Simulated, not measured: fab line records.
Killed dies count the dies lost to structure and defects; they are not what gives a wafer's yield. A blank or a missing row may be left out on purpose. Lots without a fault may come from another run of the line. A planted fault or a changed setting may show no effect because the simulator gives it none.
Struck lot and sound lot, side by side || flow gf180mcu || 14 out of 602 route steps
Sound: wafers L705.2, L705.3, L705.4. The struck wafers were L708.3, L708.4, L708.6. The cause is given at the end.
Order at every step that has rows: each side's tool, ch and its chambers, its first start. Under that, the readings that differ: sound wafers || struck wafers || difference of the means || sigmas: that difference in standard deviations of wafers without a fault.
alike: words and numbers the same on both sides, and readings whose means are apart by under 2 such deviations; not compared: readings that were withheld, readings missing a value for some wafer, numbers with overlapping values and no deviation given by the record, and bounds like >300 which may hide the same value.
A row with sigmas, a row that says differs or no value, or rows on one side alone: a step with any of these is where the two part. When numbers do not overlap yet have no deviation, they are printed without sigmas and do not part them. Lack of a reading on every wafer of one side parts them only where that side has two or more wafers.

GF_M4_SPUTTER_01: material TiN, target thk 30 nm, time 25 s.
  struck on pvdSputter-03, day 26 01:07; sound on pvdSputter-04, day 24 20:52
  alike: chamberPressurePa, throttleValvePct
GF_M4_SPUTTER_02: material AlCu, target thk 450 nm, time 23.9 s.
  struck on pvdSputter-03, day 26 01:08; sound on pvdSputter-04, day 24 20:54
  alike: chamberPressurePa, throttleValvePct
GF_M4_SPUTTER_03: material Ti, target thk 10 nm, time 6.7 s.
  struck on pvdSputter-03, day 26 01:10; sound on pvdSputter-04, day 24 20:56
  alike: chamberPressurePa, throttleValvePct
GF_M4_SPUTTER_04: material TiN, target thk 50 nm, time 41.7 s.
  struck on pvdSputter-03, day 26 01:11; sound on pvdSputter-04, day 24 20:57
  alike: chamberPressurePa, throttleValvePct
GF_M4_RS_MEAS_05: measurement is done with a four-point probe.
  struck on filmMetro-04, day 26 01:16; sound on filmMetro-03, day 24 21:01
  alike: M4_ALCU_RS
GF_M4_THK_MEAS_06: measures by xrf.
  struck on filmMetro-04, day 26 01:22; sound on filmMetro-03, day 24 21:07
  alike: M4_ALCU_THK
then, 6 steps without rows for these wafers: GF_M4_DEHYDRATE_07 (time 60 s); GF_M4_HMDS_08 (prime time 60 s); GF_M4_COAT_09 (resist thk 1000 nm); GF_M4_SOFTBAKE_10 (time 60 s); GF_M4_EXPOSE_11 (exposes mask Metal4, target cd 280 nm); GF_M4_PEB_12 (peb time 90 s).
GF_M4_DEVELOP_13: develop time 60 s.
  sound on lithoTrack-02 ch 0, day 25 17:44; struck on lithoTrack-03, day 26 20:32
  no value came back on the struck wafers for chillPlateTempC (C), developTimeS (s); on the sound wafers chillPlateTempC (C) reads 23.06 23.13 23.10
{"reading": "model.KrF_of_M4_COAT_09.thkNm (nm)", "sound": "981.1 983.6 983.9", "struck": "998 997.9 997.9", "difference": "+15", "sigmas": ""}
GF_M4_CD_MEAS_14: the cd target is 280 nm.
  struck on cdSem-02, day 26 20:40; sound on cdSem-01, day 25 17:52
{"reading": "cdNm (nm)", "sound": "279.6 281.2 281.1", "struck": "- - -", "difference": "no value on the struck wafers", "sigmas": ""}

## WHERE THEY PART
Earliest at GF_M4_DEVELOP_13; latest, in this record, at GF_M4_CD_MEAS_14.

WHY: what had been put in by the simulator
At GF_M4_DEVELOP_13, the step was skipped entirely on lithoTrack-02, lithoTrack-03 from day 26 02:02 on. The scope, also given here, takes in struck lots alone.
